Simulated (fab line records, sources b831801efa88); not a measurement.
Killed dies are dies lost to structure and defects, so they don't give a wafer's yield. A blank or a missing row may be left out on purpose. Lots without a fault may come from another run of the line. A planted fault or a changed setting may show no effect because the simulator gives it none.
A struck lot beside a sound one | flow sky130 | 14 steps out of a route of 708
Sound: wafers L127.1, L127.3, L127.4. Struck: wafers L132.3, L132.4, L132.6. The cause comes at the end.
At each step with rows: each side's tool, then ch and its chambers, then its first start. Under that, the readings that differ: sound wafers | struck wafers | difference of the means | sigmas: that difference in standard deviations of wafers without a fault.
alike: readings whose means differ by less than 2 such deviations, and words and numbers that are the same on both sides. not compared: withheld readings, readings that some wafer has no value for, bounds like >300 that may hide the same value, and numbers for which the record gives no deviation and whose values overlap.
The two part at a step that has a row with sigmas, a row that says differs or no value, or rows on one side only. Numbers that don't overlap but have no deviation are shown without sigmas and don't part them. A reading that every wafer of one side lacks parts them only if that side has two wafers or more.

SKY_FIELD_ISO_ETCH_14: etches BARC in N2/H2, stops on SiO2, time 45.9 s, target depth 60 nm.
  sound on rie_diel-02 ch 0,1,2, day 3 16:38; struck on rie_diel-04 ch 1,3, day 4 18:17
  alike: drypump_motor_current_A, h2_flow_sccm, oes_product_au, throttle_valve_pct
  not compared: rf_hours_counter_h
SKY_FIELD_ISO_ETCH_15: etches the open film in CHF3/O2, stops on Si, target depth 180 nm, time 72 s.
  sound on rie_diel-02 ch 0,1,2, day 3 16:41; struck on rie_diel-04 ch 1,3, day 4 18:20
  alike: drypump_motor_current_A, oes_product_au, throttle_valve_pct
  not compared: rf_hours_counter_h
SKY_FIELD_ISO_STRIP_16: strips in O2/N2.
  sound on plasma_asher-02 ch 0,1, day 3 16:44; struck on plasma_asher-03 ch 0,1, day 4 18:25
  alike: drypump_motor_current_A, oes_product_au, strip_time_to_endpoint_s
  not compared: rf_hours_counter_h
SKY_FIELD_ISO_ETCH_17: etches Si in HBr/Cl2/O2, target depth 342 nm, time 97.7 s.
  sound on rie_si-02 ch 0,2,3, day 3 16:50; struck on rie_si-02 ch 0,1,2, day 4 18:29
  alike: HBr_flow_sccm, drypump_motor_current_A, oes_product_au, throttle_valve_pct
  not compared: rf_hours_counter_h
then, 5 steps without rows for these wafers: SKY_FIELD_ISO_WET_ETCH_18 (etches Si3N4 in H3PO4, target depth 25 nm, time 286 s); SKY_FIELD_ISO_CLEAN_19 (cleans in SC1/SC2, time 150 s); SKY_FIELD_ISO_CLEAN_20 (cleans in dHF, time 20 s); SKY_FIELD_ISO_WET_ETCH_21 (etches SiO2 in dHF, target depth 20 nm, time 400 s); SKY_FIELD_ISO_OXIDATION_22 (stabilise 600 s, purge 300 s, target thk 10 nm).
SKY_FIELD_ISO_THK_MEAS_23:
  sound on film_metro-01, day 3 20:09; struck on film_metro-03, day 4 20:50
  alike: FIELD_ISO_OXIDATION_01_THK
then, 1 step without rows for these wafers: SKY_FIELD_ISO_CVD_24 (deposits SiO2, target thk 595 nm, time 99.2 s).
SKY_FIELD_ISO_THK_MEAS_25:
  sound on film_metro-03, day 3 20:17; struck on film_metro-01, day 4 20:58
  alike: FIELD_ISO_CVD_24_THK
SKY_FIELD_ISO_ANNEAL_26: time 1800 s.
  sound on furnace-01 ch 0, day 3 21:11; struck on furnace-02, day 4 21:00
  no value came back on the struck wafers for any of 5 readings (spike_tc_bottom_C (C), spike_tc_centre_C (C) and others); on the sound wafers spike_tc_bottom_C (C) reads 1017.0 1017.9 1015.0
SKY_FIELD_ISO_CMP_27: polishes, stops on Si3N4, t overpolish 16 s, target thk 457.8 nm.
  sound on cmp-01 ch 0,1,3, day 3 22:41; struck on cmp-02 ch 1,2,3, day 4 22:30
  reading                | sound       | struck      | difference | sigmas
  time_to_endpoint_s (s) | 119 116 121 | 113 110 108 | -8         | -2
  alike: motor_current_A, overpolish_run_s, slurry_filter_dp_kPa

WHERE THEY PART
First at SKY_FIELD_ISO_ANNEAL_26; last, within this record, at SKY_FIELD_ISO_CMP_27.

WHY: what the simulator had put in
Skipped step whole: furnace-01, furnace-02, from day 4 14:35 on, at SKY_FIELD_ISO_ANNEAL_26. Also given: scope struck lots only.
